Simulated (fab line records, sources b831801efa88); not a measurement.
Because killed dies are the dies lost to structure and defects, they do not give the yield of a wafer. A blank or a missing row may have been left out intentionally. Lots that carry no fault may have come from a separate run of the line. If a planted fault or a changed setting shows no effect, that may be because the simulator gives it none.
Code-filled problem report in 8D (eight disciplines) form	flow sky130	the parts of the form that need people (team, actions taken, sign-off) are left out

== 1. THE ISSUE ==
Mean of heater power total W at SKY_CAPM_SOFTBAKE_08: 64.34 W across 6 wafers in 2 lots; on wafers with no fault it is 56.60 W (standard deviation 0.044). So: +99 or more standard deviations from the usual mean.
The step: time 60 s.
Seen first at day 38 03:58 on litho track-04, wafer L645.1. Wafers with a number at this step in the record: 33, from 11 lots. The rule behind "out" and "out of limits": a value lying over 4 standard deviations away from the usual mean. The rest of the wafers with a number are treated as sound.

== 2. WHAT IT IS, WHAT IT ISN'T ==
question	is	is not
which readings at this step	heater power total W, plate temp C	-
which lots	L645, L646	L644, L649, L657, L658, L659, L660, L661, L662, L663
which wafers of those lots	all that have a number	-
read on which tools	litho track-04	litho track-01, litho track-02
when	from day 38 03:58	up to then (3 sound wafers); but 24 sound wafers of L649, L657, L658, L659, L660, L661, L662, L663 came after

== 3. SUSPECTS, AND WHAT RULES EACH OUT ==
Counting: any tool at a process step up to the reading is kept as a suspect provided that every lot that is out went through it and no sound lot did after the first of them.
- rie diel-02 at SKY_VIA2_ETCH_14 (etches BARC in N2/H2, stops on SiO2, time 45.9 s, target depth 60 nm): ruled out as a lasting fault. After its first lot that is out, L645 (day 37 13:47), sound lots L658, L657, L662 ran on it.
- litho track-04 at SKY_CAPM_SOFTBAKE_08 (time 60 s): ruled out as a lasting fault. After its first lot that is out, L645 (day 38 03:58), sound lots L658, L659, L661 ran on it.
Left after counting: nothing in the record.

== 4. THE CAUSE (what the simulator had put in) ==
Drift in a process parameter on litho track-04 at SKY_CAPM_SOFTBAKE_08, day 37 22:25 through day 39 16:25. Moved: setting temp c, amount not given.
Counting ruled it out, wrongly.

== 5. THE CHAIN OF EFFECTS, in route order ==
Rows list readings where the struck wafers' mean (over those with a number) sits beyond 3 standard deviations from the usual. Only readings for which the record gives a usual standard deviation are gone through. hours: the time from each lot's start at the first step in this table that gives one to its start at this step, as a median over the lots. sigmas: the change in usual standard deviations.
hours	step	reading	usual	on struck wafers	change	sigmas
0	SKY_CAPM_SOFTBAKE_08	heater power total W	56.60 W	64.34	+7.74	+99 or more
0	SKY_CAPM_SOFTBAKE_08	plate temp C	90.00 C	98.60	+8.60	+72
13	SKY_CAPM_STRIP_14	strip time to endpoint s	12.63 s	12.36	-0.27	-6.1
Process steps it contains:
- SKY_CAPM_SOFTBAKE_08: time 60 s.
- SKY_CAPM_STRIP_14: strips in O2/N2.

== 6. HOW IT WOULD HAVE BEEN CAUGHT EARLIER ==
First out-of-limits reading in this record: day 38 03:58, which is 6 hours after fault onset at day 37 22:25.
